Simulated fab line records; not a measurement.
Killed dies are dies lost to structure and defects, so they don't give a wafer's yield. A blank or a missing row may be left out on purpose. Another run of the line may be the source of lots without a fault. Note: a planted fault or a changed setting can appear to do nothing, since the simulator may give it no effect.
Matching of chambers	flow sky130	SKY_VIA2_ETCH_15 on rie-diel-01 has 4 sister chambers
The step etches SiO2 in C4F8/O2/Ar, stops on TiN, target depth 546 nm, time 84 s. 14 wafers are shown with their chamber, then 7 later ones without.

WAFERS PAIRED WITH THEIR CHAMBERS
wafer	chamber	oes-product-au (a.u.)
L216.2	1	0.935
L216.3	0	0.949
L216.6	3	0.927
L220.3	0	0.934
L220.5	0	0.944
L220.6	3	0.943
L226.1	2	0.937
L226.3	0	0.940
L226.4	3	0.938
L225.2	2	0.949
L225.5	3	0.942
L225.6	2	0.945
L227.3	2	0.948
L227.4	1	0.947

SIGNATURES (means of the wafers above)
reading	chamber 0	chamber 1	chamber 2	chamber 3	scatter within a chamber
oes-product-au	0.94175	0.94100	0.94475	0.93750	0.00665
Rule: a wafer's distance from a chamber is the root of the sum, over the readings, of the square of ((its reading less the chamber's mean) divided by the reading's scatter). The wafer belongs to the nearest chamber; if the next one is less than 2 further off, it can't be placed. The scatter: take each reading less its chamber's mean, square it, sum over the shown wafers, divide by the number of wafers less the number of chambers, and take the root.

WAFERS MISSING THEIR CHAMBER
wafer	oes-product-au (a.u.)
L227.5	0.940
L232.1	0.936
L232.2	0.945
L232.4	0.933
L234.3	0.950
L234.4	0.939
L234.5	0.938

WHICH CHAMBER EACH ONE RAN IN
wafer	from the rows above	in truth
L227.5	can't be placed: 1 or 0 or 3 or 2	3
L232.1	can't be placed: 3 or 1 or 0 or 2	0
L232.2	can't be placed: 2 or 0 or 1 or 3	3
L232.4	can't be placed: 3 or 1 or 0 or 2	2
L234.3	can't be placed: 2 or 0 or 1 or 3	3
L234.4	can't be placed: 3 or 1 or 0 or 2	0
L234.5	can't be placed: 3 or 1 or 0 or 2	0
Correctly placed: 0 of 7. Can't be placed from these rows: 7 (the true chamber is among the candidates in 7). Wrongly placed: 0.
